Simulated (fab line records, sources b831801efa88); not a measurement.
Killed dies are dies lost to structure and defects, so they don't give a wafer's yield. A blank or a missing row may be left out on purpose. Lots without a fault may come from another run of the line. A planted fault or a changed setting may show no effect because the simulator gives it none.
A sampling plan put to the test | flow sky130 | one fab line, 16 faults that these records tell of, each judged on the records of the lots that it struck
The plan is the line's own looks: the steps of the route at which a gauge or an inspection reads the wafer and doesn't change it. A look can be judged if struck wafers have a number there and the file gives its usual mean and standard deviation on fault-free wafers. Caught: at a look after the fault's first step, the mean of the struck wafers lies 4 or more of those standard deviations (sigma) from the usual mean. On the tool: the same test on the tool's own readings at the fault's steps. Another recipe on the struck wafers, or a record that is blank for them alone, also counts as caught.

THE FAULTS, as the simulator had put them in
1. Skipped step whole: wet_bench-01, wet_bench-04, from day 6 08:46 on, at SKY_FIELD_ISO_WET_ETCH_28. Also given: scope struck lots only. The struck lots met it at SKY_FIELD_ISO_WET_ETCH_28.
2. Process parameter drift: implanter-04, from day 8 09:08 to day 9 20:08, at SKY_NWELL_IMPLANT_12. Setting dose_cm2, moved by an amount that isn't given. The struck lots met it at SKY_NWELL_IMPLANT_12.
3. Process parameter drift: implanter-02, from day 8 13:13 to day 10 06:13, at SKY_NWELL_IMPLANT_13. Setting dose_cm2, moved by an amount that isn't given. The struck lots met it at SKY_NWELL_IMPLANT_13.
4. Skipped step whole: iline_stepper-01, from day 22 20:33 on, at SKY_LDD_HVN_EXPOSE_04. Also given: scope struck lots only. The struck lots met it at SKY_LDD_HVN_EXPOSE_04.
5. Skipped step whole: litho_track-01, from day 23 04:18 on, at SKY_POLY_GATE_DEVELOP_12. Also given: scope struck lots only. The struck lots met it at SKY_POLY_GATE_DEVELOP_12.
6. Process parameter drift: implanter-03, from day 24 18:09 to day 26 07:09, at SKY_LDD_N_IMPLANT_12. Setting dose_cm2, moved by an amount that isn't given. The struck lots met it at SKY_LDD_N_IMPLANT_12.
7. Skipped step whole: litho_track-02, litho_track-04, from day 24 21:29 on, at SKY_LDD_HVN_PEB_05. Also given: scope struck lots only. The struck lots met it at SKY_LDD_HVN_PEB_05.
8. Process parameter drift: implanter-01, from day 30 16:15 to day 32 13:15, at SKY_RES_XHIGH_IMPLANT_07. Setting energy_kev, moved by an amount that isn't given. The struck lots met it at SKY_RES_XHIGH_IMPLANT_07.
9. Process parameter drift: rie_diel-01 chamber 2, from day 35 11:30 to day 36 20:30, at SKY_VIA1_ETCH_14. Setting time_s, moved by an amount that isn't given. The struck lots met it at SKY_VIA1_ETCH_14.
10. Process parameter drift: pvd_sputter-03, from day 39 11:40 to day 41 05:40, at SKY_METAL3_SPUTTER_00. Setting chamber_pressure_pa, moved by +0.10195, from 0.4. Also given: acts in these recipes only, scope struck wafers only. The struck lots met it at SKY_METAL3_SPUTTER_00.
11. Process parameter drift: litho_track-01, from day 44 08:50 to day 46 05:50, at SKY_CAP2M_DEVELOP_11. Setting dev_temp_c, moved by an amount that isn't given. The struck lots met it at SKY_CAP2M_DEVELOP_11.
12. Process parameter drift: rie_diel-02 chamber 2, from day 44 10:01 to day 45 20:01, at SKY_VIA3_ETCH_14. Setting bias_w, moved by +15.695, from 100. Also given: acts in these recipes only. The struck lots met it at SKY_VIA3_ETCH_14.
13. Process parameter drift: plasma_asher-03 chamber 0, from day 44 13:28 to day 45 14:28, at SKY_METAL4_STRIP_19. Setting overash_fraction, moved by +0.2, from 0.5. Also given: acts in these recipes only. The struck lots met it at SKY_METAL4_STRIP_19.
14. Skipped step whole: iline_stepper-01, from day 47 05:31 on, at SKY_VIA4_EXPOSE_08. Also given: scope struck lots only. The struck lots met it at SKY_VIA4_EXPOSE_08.
15. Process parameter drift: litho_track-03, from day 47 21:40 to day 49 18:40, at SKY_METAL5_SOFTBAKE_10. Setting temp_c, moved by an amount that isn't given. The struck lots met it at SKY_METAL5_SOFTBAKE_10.
16. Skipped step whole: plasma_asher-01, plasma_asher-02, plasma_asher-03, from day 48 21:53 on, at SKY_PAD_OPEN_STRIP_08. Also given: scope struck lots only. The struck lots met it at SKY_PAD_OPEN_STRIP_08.

WHAT THE PLAN SAW
fault | on the tool itself                               | first look that catches it                      | reading, sigma | median hours from its first step to that look | hours from the fault's start to the first struck lot there | judged looks passed uncaught
1     | the tool's record is blank for the struck wafers | not the one look that can be judged after it    | -              | -                                             | -                                                          | 1
2     | dose_ions_cm2 -78 sigma                          | not the one look that can be judged after it    | -              | -                                             | -                                                          | 1
3     | dose_ions_cm2 -55 sigma                          | no look after it can be judged                  | -              | -                                             | -                                                          | 0
4     | no reading that can be judged                    | none of the 2 looks that can be judged after it | -              | -                                             | -                                                          | 2
5     | the tool's record is blank for the struck wafers | no look after it can be judged                  | -              | -                                             | -                                                          | 0
6     | dose_ions_cm2 +99 or beyond sigma                | no look after it can be judged                  | -              | -                                             | -                                                          | 0
7     | no reading that can be judged                    | no look after it can be judged                  | -              | -                                             | -                                                          | 0
8     | beam_energy_keV +69 sigma                        | not the one look that can be judged after it    | -              | -                                             | -                                                          | 1
9     | run_length_s +4.5 sigma                          | no look after it can be judged                  | -              | -                                             | -                                                          | 0
10    | chamber_pressure_pa +99 or beyond sigma          | no look after it can be judged                  | -              | -                                             | -                                                          | 0
11    | developer_temp_C -7.8 sigma                      | no look after it can be judged                  | -              | -                                             | -                                                          | 0
12    | bias_w +50 sigma                                 | not the one look that can be judged after it    | -              | -                                             | -                                                          | 1
13    | under 2 sigma                                    | no look after it can be judged                  | -              | -                                             | -                                                          | 0
14    | no reading that can be judged                    | no look after it can be judged                  | -              | -                                             | -                                                          | 0
15    | heater_power_total_W +37 sigma                   | no look after it can be judged                  | -              | -                                             | -                                                          | 0
16    | the tool's record is blank for the struck wafers | no look after it can be judged                  | -              | -                                             | -                                                          | 0
A dash: the fault isn't caught, or these records don't give the number.

Caught at a look: 0 of 16. Caught on the tool: 12 of 16. By one or the other: 12 of 16.
Caught on the tool alone: faults 1, 2, 3, 5, 6, 8, 9, 10, 11, 12, 15, 16.
Caught by neither: faults 4, 7, 13, 14.
